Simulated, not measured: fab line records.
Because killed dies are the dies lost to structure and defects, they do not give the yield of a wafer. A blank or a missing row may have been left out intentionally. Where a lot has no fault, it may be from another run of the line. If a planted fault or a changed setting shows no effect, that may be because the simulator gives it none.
The same fault as seen by 2 desks | flow sky130 | what lay behind the numbers comes last; until then each desk has only its own

== AT THE METROLOGY DESK ==
What the gauges read for every lot (on any tool): the sampled wafers with a number, averaged. If a lot's mean is further than 4 standard deviations from the usual mean, the lot is out of limits and carries the mark OUT (the distance appears in the brackets).
Columns: A = cd nm at SKY_VIA3_CD_MEAS_12, usual 200.2 nm
lot  | first seen here | A
L396 | day 40 14:43    | 201.6
L399 | day 41 11:42    | 199.1
L400 | day 41 17:22    | 200.0
L401 | day 42 03:52    | 200.6
L402 | day 42 17:13    | 199.9
L404 | day 43 13:12    | 202.0
L405 | day 43 16:16    | 198.3
L411 | day 44 20:00    | 201.3
L412 | day 45 01:30    | 200.0
L416 | day 46 03:39    | 197.7
L418 | day 46 10:36    | 199.9
This desk's finding: nothing out of limits on any of the 11 lots.

== THE TOOL OWNER'S DESK: plasma asher-03 ==
The tool's own readings at SKY_METAL4_STRIP_19 (strips in O2/N2): means of the sampled wafers that have a number, for each lot that ran on this tool. If a lot's mean is further than 4 standard deviations from the usual mean, the lot is out of limits and carries the mark OUT (the distance appears in the brackets).
Columns: A = chamber pressure mTorr at SKY_METAL4_STRIP_19, usual 1499.8 mTorr; B = drypump motor current A at SKY_METAL4_STRIP_19, usual 6.0 A; C = n2 flow sccm at SKY_METAL4_STRIP_19, usual 300.0 sccm; D = oes product au at SKY_METAL4_STRIP_19, usual 0.502 a.u.; E = strip time to endpoint s at SKY_METAL4_STRIP_19, usual 6.56 s
lot  | first seen here | A      | B   | C     | D     | E
L396 | day 42 17:20    | 1499.5 | 5.8 | 299.8 | 0.505 | 6.56
L399 | day 43 13:29    | 1500.8 | 5.9 | 299.6 | 0.501 | 6.60
L400 | day 43 19:14    | 1498.9 | 5.8 | 299.8 | 0.509 | 6.68
L404 | day 45 13:19    | 1500.3 | 5.9 | 300.4 | 0.498 | 6.41
L405 | day 45 16:29    | 1499.7 | 6.0 | 300.2 | 0.507 | 6.68
L416 | day 47 23:07    | 1500.2 | 6.0 | 300.3 | 0.507 | 6.62
L418 | day 48 05:47    | 1498.7 | 5.7 | 299.7 | 0.502 | 6.56
This desk's finding: nothing out of limits on any of the 7 lots.

== PUT TOGETHER ==
Nothing out of limits was seen by the metrology desk.
The desk of the tool owner found nothing out of limits.

== WHAT THE SIMULATOR HAD PUT IN ==
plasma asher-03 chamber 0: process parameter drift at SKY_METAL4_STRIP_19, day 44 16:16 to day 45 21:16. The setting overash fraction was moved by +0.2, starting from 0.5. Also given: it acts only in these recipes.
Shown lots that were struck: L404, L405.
